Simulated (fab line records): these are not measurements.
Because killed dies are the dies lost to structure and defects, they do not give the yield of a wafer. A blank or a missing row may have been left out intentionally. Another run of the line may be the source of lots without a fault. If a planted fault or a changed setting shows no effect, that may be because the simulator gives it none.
Which tool was responsible?    flow sfq-line    15 lots with 43 wafers sampled at 2 steps, on a route of 325 steps

WHAT THE GAUGES READ, wafer by wafer
No reading from a measuring or inspecting step in the record can be judged against a usual standard deviation.

TOOL THAT RAN EACH LOT (tool first, then ch and the chambers of the sampled wafers, then the start)
lot   SFQ_TRILAYER_I1_DEP_PECVD_045    SFQ_TRILAYER_I1_CMP_CMP_046
L805  pecvd-04 ch 0,1,2, day 23 00:04  cmp-02 ch 1,2,3, day 23 04:20
L807  pecvd-02 ch 0,1,2, day 23 09:40  cmp-02 ch 0,1, day 23 10:20
L808  pecvd-04 ch 0,2, day 23 19:16    cmp-02 ch 0,1,3, day 23 20:20
L809  pecvd-02 ch 0,1, day 24 13:23    cmp-02 ch 0,1,3, day 24 14:34
L810  pecvd-01 ch 0,1,2, day 25 02:50  cmp-02 ch 0,1,2, day 25 08:34
L811  pecvd-02 ch 0,1, day 25 08:50    cmp-02 ch 0,3, day 25 11:04
L812  pecvd-04 ch 0,1,2, day 25 23:14  cmp-02 ch 0,1,2, day 26 06:17
L813  pecvd-02 ch 1,2, day 26 02:50    cmp-02 ch 0,2,3, day 26 08:47
L814  pecvd-04 ch 0,1, day 26 09:29    cmp-02 ch 2,3, day 26 11:47
L816  pecvd-04 ch 0,2, day 26 18:01    cmp-01 ch 0,1,3, day 26 19:05
L818  pecvd-04 ch 0,2, day 26 20:27    cmp-01 ch 0,1, day 27 01:05
L821  pecvd-04 ch 0,2, day 27 06:55    cmp-01 ch 1,3, day 27 09:35
L824  pecvd-04 ch 0,2, day 27 10:34    cmp-02 ch 0,1, day 27 13:39
L826  pecvd-01 ch 0,1, day 27 12:08    cmp-02 ch 0,1,3, day 27 15:39
L828  pecvd-02 ch 0,1,2, day 27 18:55  cmp-01 ch 0,3, day 27 21:05
- SFQ_TRILAYER_I1_DEP_PECVD_045: deposits SiO2 from SiH4/N2O, time 111.11 s, target thk 500 nm.
- SFQ_TRILAYER_I1_CMP_CMP_046: polishes SiO2.

AS READ BY THE TOOLS THEMSELVES (means over the sampled wafers that have a number; for cases with no such wafer, the mark the record gives instead)
SFQ_TRILAYER_I1_DEP_PECVD_045.
lot   tool      heater-power-w (W)  run-length-s (s)  throttle-valve-pct (%)
L805  pecvd-04  71                  138.8             25.7
L807  pecvd-02  76                  139.0             25.7
L808  pecvd-04  68                  139.3             25.9
L809  pecvd-02  77                  138.8             24.8
L810  pecvd-01  82                  139.6             25.9
L811  pecvd-02  75                  138.7             25.0
L812  pecvd-04  66                  139.0             22.8
L813  pecvd-02  83                  139.4             25.3
L814  pecvd-04  68                  139.4             22.6
L816  pecvd-04  76                  138.6             22.4
L818  pecvd-04  78                  142.9             22.2
L821  pecvd-04  74                  141.1             22.4
L824  pecvd-04  72                  142.6             22.2
L826  pecvd-01  101                 139.5             25.5
L828  pecvd-02  76                  139.0             25.9

SFQ_TRILAYER_I1_CMP_CMP_046.
lot   tool    motor-current-A (A)  time-to-endpoint-s (s)
L805  cmp-02  11.3                 216
L807  cmp-02  10.2                 221
L808  cmp-02  10.7                 214
L809  cmp-02  10.6                 225
L810  cmp-02  10.8                 217
L811  cmp-02  9.3                  216
L812  cmp-02  10.9                 224
L813  cmp-02  9.5                  214
L814  cmp-02  9.9                  218
L816  cmp-01  10.0                 208
L818  cmp-01  10.4                 226
L821  cmp-01  10.4                 215
L824  cmp-02  11.2                 232
L826  cmp-02  11.1                 208
L828  cmp-01  9.6                  210

THE ANSWER, worked out from the rows above alone
Rule: what is usual is taken from the lots themselves. The widest of any qualifying gaps counts: lots, ordered by their means at a reading, are off when they make up no more than a third of the lots, leave a main group of 4 or more, and stand apart from it by 3 or more times the standard deviation of that group's means. If all means in a main group match to the digits the tables above print for the reading, that group is not used. Also off: a lot with no number at a reading for which 4 or more lots have one. Where the step has rows for the other lots, those lots are counted as sound. After the gauges, taken in route order, come the tools' own readings; for these a lot's mean is taken, as printed above. At the first step where some lot is off, the reading lying furthest off is the one used; lots without a number count as furthest.
Off: L818, L821, L824 (SFQ_TRILAYER_I1_DEP_PECVD_045, run-length-s). Main group: mean 139.1 s, sd 0.32.
If a tool, at that step or one of the process steps before it, ran each lot that is off and ran no sound lot following the first of them, it fits. One fits: SFQ_TRILAYER_I1_DEP_PECVD_045 on pecvd-04. Its last sound lot is L816 (day 26 18:01), its first lot that is off L818 (day 26 20:27): a fault that began between those two fits.
On the lots that are off, the tool's own readings at SFQ_TRILAYER_I1_DEP_PECVD_045 differ by more than 5 times the standard deviation of the sound lots' means, which bears it out; run-length-s reads 142.2 s there versus 139.1 s on the sound lots.

WHAT WAS PUT IN BY THE SIMULATOR
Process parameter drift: pecvd-04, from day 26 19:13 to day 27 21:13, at SFQ_TRILAYER_I1_DEP_PECVD_045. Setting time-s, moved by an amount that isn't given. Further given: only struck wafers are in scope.
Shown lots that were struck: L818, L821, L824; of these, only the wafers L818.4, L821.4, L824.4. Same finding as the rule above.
